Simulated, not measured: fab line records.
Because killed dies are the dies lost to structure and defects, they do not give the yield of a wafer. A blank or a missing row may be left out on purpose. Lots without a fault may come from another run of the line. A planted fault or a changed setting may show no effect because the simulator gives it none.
Matching of chambers / flow gf180mcu / GF_V5_ETCH_17 on rieDiel-03 has 4 sister chambers
The step etches SiO2 in C4F8/O2/Ar, stops on TiN, target depth 855 nm. 8 wafers are shown with their chamber, then 7 later ones without.

## WAFERS PAIRED WITH THEIR CHAMBERS
wafer=L174.4; chamber=1; oesProductAu (a.u.)=0.856
wafer=L176.3; chamber=1; oesProductAu (a.u.)=0.852
wafer=L179.6; chamber=2; oesProductAu (a.u.)=0.863
wafer=L180.3; chamber=0; oesProductAu (a.u.)=0.859
wafer=L180.4; chamber=3; oesProductAu (a.u.)=0.860
wafer=L180.6; chamber=0; oesProductAu (a.u.)=0.863
wafer=L182.1; chamber=3; oesProductAu (a.u.)=0.867
wafer=L182.4; chamber=2; oesProductAu (a.u.)=0.866

## WAFERS MISSING THEIR CHAMBER
wafer=L182.5; oesProductAu (a.u.)=0.860
wafer=L190.3; oesProductAu (a.u.)=0.864
wafer=L190.4; oesProductAu (a.u.)=0.855
wafer=L190.6; oesProductAu (a.u.)=0.858
wafer=L195.2; oesProductAu (a.u.)=0.858
wafer=L195.3; oesProductAu (a.u.)=0.862
wafer=L195.6; oesProductAu (a.u.)=0.854

## WHICH CHAMBER EACH ONE RAN IN
wafer=L182.5; from the rows above=can't be placed: 0 or 3 or 2 or 1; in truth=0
wafer=L190.3; from the rows above=can't be placed: 2 or 3 or 0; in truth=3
wafer=L190.4; from the rows above=can't be placed: 1 or 0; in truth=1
wafer=L190.6; from the rows above=can't be placed: 0 or 1 or 3 or 2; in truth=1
wafer=L195.2; from the rows above=can't be placed: 0 or 1 or 3 or 2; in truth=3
wafer=L195.3; from the rows above=can't be placed: 0 or 3 or 2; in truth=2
wafer=L195.6; from the rows above=1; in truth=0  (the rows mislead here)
Correctly placed: 0 of 7. Not placeable from these rows: 6 (in 6, the candidates include the true chamber). Placed wrongly: 1.
How it was worked out, from the rows above alone: a wafer's distance from a chamber is the root of the sum, over the readings, of the square of ((its reading less the chamber's mean) divided by the reading's scatter). If the next closest chamber is less than 2 further off than the closest, the wafer can't be placed; otherwise it belongs to the closest. For every chamber, the mean is computed from those of its wafers that are shown. The scatter is the square root of a quotient: the sum, over the shown wafers, of each reading's squared deviation from its chamber's mean, divided by wafers minus chambers.
